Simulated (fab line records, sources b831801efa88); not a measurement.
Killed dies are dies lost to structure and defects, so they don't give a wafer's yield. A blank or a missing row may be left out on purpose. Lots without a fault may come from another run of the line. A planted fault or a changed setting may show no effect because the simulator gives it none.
Which tool did it? | flow gf180mcu | 14 lots, 42 wafers sampled, at 3 steps of a route of 602

WHAT THE GAUGES READ, wafer by wafer
GF_M3_CD_MEAS_14: target cd 280 nm.
lot  | measured     | on        | cd_nm (nm)
L536 | day 21 10:19 | cd_sem-02 | 279.7 278.6 279.8
L538 | day 22 01:34 | cd_sem-02 | 279.0 278.6 278.9
L539 | day 22 16:10 | cd_sem-01 | 280.3 279.3 280.1
L540 | day 22 22:45 | cd_sem-02 | 277.5 278.0 277.8
L541 | day 23 09:41 | cd_sem-01 | 279.6 279.9 279.0
L542 | day 23 14:46 | cd_sem-02 | 281.2 280.4 281.6
L545 | day 24 11:25 | cd_sem-02 | 278.0 279.2 280.0
L550 | day 26 03:29 | cd_sem-02 | 280.2 282.1 281.6
L551 | day 26 09:06 | cd_sem-01 | 278.7 277.4 276.6
L554 | day 27 08:52 | cd_sem-02 | 280.8 282.0 280.4
L555 | day 27 16:41 | cd_sem-01 | 278.7 277.9 277.7
L556 | day 28 01:13 | cd_sem-01 | 279.9 278.2 280.1
L557 | day 28 12:31 | cd_sem-01 | 279.5 278.9 278.0
L559 | day 28 20:02 | cd_sem-01 | 280.1 280.3 278.7

GF_V3_THK_MEAS_01.
lot  | measured     | on            | V3_CVD_00_THK (nm)
L536 | day 21 11:20 | film_metro-03 | 571 559 565
L538 | day 22 02:31 | film_metro-01 | 560 561 562
L539 | day 22 17:03 | film_metro-04 | 563 566 572
L540 | day 22 23:38 | film_metro-04 | 556 565 565
L541 | day 23 10:36 | film_metro-01 | 565 564 559
L542 | day 23 15:40 | film_metro-01 | 562 572 565
L545 | day 24 12:18 | film_metro-04 | 560 565 557
L550 | day 26 04:23 | film_metro-03 | 579 570 586
L551 | day 26 10:08 | film_metro-03 | 567 569 568
L554 | day 27 09:47 | film_metro-03 | 562 562 567
L555 | day 27 17:41 | film_metro-04 | 573 570 573
L556 | day 28 02:06 | film_metro-04 | 571 571 576
L557 | day 28 13:50 | film_metro-04 | 568 570 563
L559 | day 28 20:56 | film_metro-04 | 577 573 578

WHICH TOOL RAN EACH LOT (tool, then ch and the chambers of the sampled wafers, then the start)
lot  | GF_M1_SOFTBAKE_10
L536 | litho_track-03 ch 0, day 16 16:48
L538 | litho_track-02 ch 0, day 17 07:04
L539 | litho_track-02 ch 0, day 17 23:11
L540 | litho_track-02 ch 0, day 18 04:19
L541 | litho_track-02 ch 0, day 18 16:50
L542 | litho_track-03 ch 0, day 18 23:45
L545 | litho_track-03 ch 0, day 19 22:46
L550 | litho_track-02 ch 0, day 21 18:52
L551 | litho_track-03 ch 0, day 22 03:30
L554 | litho_track-02 ch 0, day 23 02:41
L555 | litho_track-02 ch 0, day 23 10:44
L556 | litho_track-01 ch 0, day 23 21:07
L557 | litho_track-01 ch 0, day 24 08:57
L559 | litho_track-02 ch 0, day 24 19:31
- GF_M1_SOFTBAKE_10: time 60 s.

WHAT THE TOOLS THEMSELVES READ (means of the sampled wafers that have a number; where no wafer has one, the mark that the record gives instead)
GF_M1_SOFTBAKE_10.
lot  | tool           | chill_plate_temp_C (C) | run_length_s (s)
L536 | litho_track-03 | 23.02                  | 89.24
L538 | litho_track-02 | 23.08                  | 88.92
L539 | litho_track-02 | 22.82                  | 89.08
L540 | litho_track-02 | 22.99                  | 96.74
L541 | litho_track-02 | 23.02                  | 96.73
L542 | litho_track-03 | 23.03                  | 89.18
L545 | litho_track-03 | 23.02                  | 89.21
L550 | litho_track-02 | 23.04                  | 89.04
L551 | litho_track-03 | 23.05                  | 89.12
L554 | litho_track-02 | 23.06                  | 89.01
L555 | litho_track-02 | 22.91                  | 89.01
L556 | litho_track-01 | 23.02                  | 89.57
L557 | litho_track-01 | 23.04                  | 89.47
L559 | litho_track-02 | 23.03                  | 88.97

THE ANSWER, worked out from the rows above alone
Rule: what is usual is taken from the lots themselves. Put in order of their means at a reading, lots are off if they are a third of the lots or fewer, leave a main group of 4 or more, and stand apart from it by a gap of 3 or more times the standard deviation of the main group's means; of several such gaps the widest counts. A main group whose means are all the same, to the digits that the tables above print for the reading, isn't used. A lot without any number at a reading at which 4 lots or more have one is off too. The other lots that the step has rows for count as sound. The gauges are gone through in route order, then the tools' own readings, and for those a lot's mean is taken as printed above. The first step at which some lot is off is used, and at that step the reading that is off furthest; a lot without a number counts as furthest.
Off: L540, L541, at GF_M1_SOFTBAKE_10 (run_length_s). The main group: mean 89.15 s, standard deviation 0.19.
A tool fits if, at that step or a process step before it, it ran every lot that is off, and no sound lot after the first of them. None of those tried fits.

WHAT THE SIMULATOR HAD PUT IN
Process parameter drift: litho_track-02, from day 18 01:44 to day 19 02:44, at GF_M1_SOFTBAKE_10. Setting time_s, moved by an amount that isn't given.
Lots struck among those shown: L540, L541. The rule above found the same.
